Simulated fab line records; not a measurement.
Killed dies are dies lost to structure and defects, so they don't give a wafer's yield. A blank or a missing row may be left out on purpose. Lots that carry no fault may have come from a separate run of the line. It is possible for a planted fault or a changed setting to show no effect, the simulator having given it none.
Matching of chambers | flow gf180mcu | GF_V3_CMP_04 on cmp-01: 4 sister chambers
The step polishes SiO2. 4 wafers are shown with their chamber, then 12 later ones without.

EACH WAFER AND ITS CHAMBER
wafer  | chamber | motor-current-A (A)
L083.3 | 3       | 10.5
L087.5 | 0       | 10.7
L088.3 | 1       | 11.4
L088.5 | 2       | 10.6

WAFERS WITH NO CHAMBER GIVEN
wafer  | motor-current-A (A)
L089.2 | 10.9
L089.3 | 10.8
L089.6 | 11.2
L093.2 | 10.9
L093.3 | 10.3
L093.6 | 11.2
L094.1 | 10.9
L094.3 | 11.4
L094.4 | 11.1
L095.2 | 10.9
L095.5 | 11.2
L095.6 | 10.9

WHICH CHAMBER EACH WENT THROUGH
wafer  | from the rows above               | in truth
L089.2 | can't be placed: 0 or 2 or 3 or 1 | 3
L089.3 | can't be placed: 0 or 2 or 3      | 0
L089.6 | can't be placed: 1 or 0           | 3
L093.2 | can't be placed: 0 or 2 or 3 or 1 | 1
L093.3 | can't be placed: 3 or 2 or 0      | 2
L093.6 | can't be placed: 1 or 0           | 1
L094.1 | can't be placed: 0 or 2 or 3 or 1 | 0
L094.3 | 1                                 | 1
L094.4 | can't be placed: 1 or 0 or 2 or 3 | 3
L095.2 | can't be placed: 0 or 2 or 3 or 1 | 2
L095.5 | can't be placed: 1 or 0           | 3
L095.6 | can't be placed: 0 or 2 or 3 or 1 | 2
Correctly placed: 1 of 12. From these rows, 11 cannot be placed; in 9 the true chamber is one of the candidates. 0 placed wrongly.
How it was worked out, from the rows above alone: a wafer's distance from a chamber is the root of the sum, over the readings, of the square of ((its reading less the chamber's mean) divided by the reading's scatter). The wafer belongs to the nearest chamber; if the next one is less than 2 further off, it can't be placed. For every chamber, the mean is computed from those of its wafers that are shown. The scatter (one wafer shown for each chamber): square how far every hidden wafer sits from the nearest shown wafer, average those squares and take the square root.
